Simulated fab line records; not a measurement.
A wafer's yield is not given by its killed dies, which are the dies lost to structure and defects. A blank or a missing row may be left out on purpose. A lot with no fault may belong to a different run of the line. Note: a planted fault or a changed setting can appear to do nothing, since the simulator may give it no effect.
Struck lot and sound lot, side by side ; flow sky130 ; 17 steps out of a route of 708
Sound: these wafers, L696.1, L696.2, L696.3. Struck: wafers L698.2, L698.5, L698.6. The cause comes at the end.
Each step with rows lists, per side, the tool, then ch with its chambers, then its first start. Under that, the readings that differ: sound wafers ; struck wafers ; difference of the means ; sigmas: that difference in standard deviations of wafers without a fault.
alike: readings with means less than 2 such deviations apart, plus words and numbers identical on both sides. not compared: withheld readings, readings lacking a value on some wafer, bounds such as >300 that could conceal the same value, and numbers that have no deviation in the record and whose values overlap.
A row with sigmas, a row that says differs or no value, or rows on one side alone: a step with any of these is where the two part. When numbers do not overlap yet have no deviation, they are printed without sigmas and do not part them. Lack of a reading on every wafer of one side parts them only where that side has two or more wafers.

first, 5 steps without rows for these wafers: SKY_SD_N_COAT_02 (resist thk 1140 nm); SKY_SD_N_SOFTBAKE_03 (time 60 s); SKY_SD_N_EXPOSE_04 (exposes mask NSDM, target cd 380 nm); SKY_SD_N_PEB_05; SKY_SD_N_DEVELOP_06 (develop time 60 s).
SKY_SD_N_CD_MEAS_07: the cd target is 380 nm.
  sound on cd-sem-01, day 31 10:37; struck on cd-sem-01, day 33 10:02
reading;sound;struck;difference;sigmas
cd-nm (nm);375.6 377.8 376.8;380.4 381.8 381.7;+4.6;+2
SKY_SD_N_OVL_MEAS_08:
  sound on overlay-01, day 31 10:44; struck on overlay-02, day 33 10:08
  alike: SD_N_OVL
then, 2 steps without rows for these wafers: SKY_SD_N_IMPLANT_09; SKY_SD_N_IMPLANT_10.
SKY_SD_N_STRIP_11: strips in O2/N2.
  sound on plasma-asher-03 ch 0,1, day 31 11:04; struck on plasma-asher-03 ch 0,1, day 33 10:28
  alike: drypump-motor-current-A, oes-product-au, strip-time-to-endpoint-s
  not compared: rf-hours-counter-h
SKY_SD_N_TW_MEAS_12:
  sound on film-metro-01, day 31 11:10; struck on film-metro-02, day 33 10:35
  alike: SD_N_TW
then, 1 step without rows for these wafers: SKY_SD_N_CLEAN_13 (cleans in SC1/SC2, time 150 s).
SKY_SD_N_RTA_14: time 2 s.
  sound on rtp-anneal-02 ch 0, day 31 11:17; struck on rtp-anneal-02 ch 0, day 33 10:41
  alike: lamp-power-pct, wafer_temp_C_max
SKY_SD_N_RS_MEAS_16: measurement is done with a four-point probe.
  sound on film-metro-02, day 31 11:28; struck on film-metro-03, day 33 10:52
reading;sound;struck;difference;sigmas
SD_N_RS (ohm/sq);68.31 68.28 68.31;71.31 71.24 71.23;+2.96;+25
SKY_SD_N_RS_MEAS_17: measurement is done with a four-point probe.
  sound on film-metro-02, day 31 11:35; struck on film-metro-03, day 33 10:59
reading;sound;struck;difference;sigmas
SD_P_RS (ohm/sq);146.0 146.0 146.1;162.1 162.1 162.0;+16.0;+38
SKY_SD_N_RS_MEAS_18: measurement is done with a four-point probe.
  sound on film-metro-02, day 31 11:42; struck on film-metro-03, day 33 11:07
  alike: RES_XHIGH_RS
-- here the record skips 16 days between the struck wafers' starts before and after, leaving off in module SD_N and picking up in module PAD_OPEN (first step shown: number 708 of the route) --
SKY_PAD_OPEN_PROBE_99:
  sound on prober-01, day 48 06:50; struck on prober-02, day 49 20:05
reading;sound;struck;difference;sigmas
killed-short;36 41 32;63 51 48;+18;+3
model.etest.res-xhigh-po.line-ohm-um;5636 5585 5722;6702 6696 6704;+1053;
model.etest.res-xhigh-po.rs-ohm-sq-rim-less-centre;-51.11 -57.04 -21.95;485.7 469.4 464.4;+516.5;
model.etest.res-xhigh-po.rs-ohm-sq-range;67.06 73.14 53.23;525.6 532.4 509.5;+458.0;
model.etest.res-xhigh-po.rs-ohm-sq;1996 1986 2041;2321 2343 2335;+325;
model.etest.pfet_01v8.r-on-ohm-um;2864 2899 2870;3170 3195 3174;+302;
model.etest.tip-p.rs-ohm-sq;6922 6864 6932;7083 7177 7107;+216;
model.etest.res-pdiff.line-ohm-um;1365 1367 1384;1535 1534 1564;+172;
model.etest.tip-p.rs-ohm-sq-rim-less-centre;-52.12 -110.5 -31.87;78.91 62.43 168.6;+168.14;
  alike: killed_at_M0_to_M3, killed_at_M4_up, killed-at-contacts, killed-at-front-end, killed-at-other, killed-dies, killed-open

WHERE THEY PART
First at SKY_SD_N_CD_MEAS_07; last, within this record, at SKY_PAD_OPEN_PROBE_99.

WHY: whatever the simulator had introduced
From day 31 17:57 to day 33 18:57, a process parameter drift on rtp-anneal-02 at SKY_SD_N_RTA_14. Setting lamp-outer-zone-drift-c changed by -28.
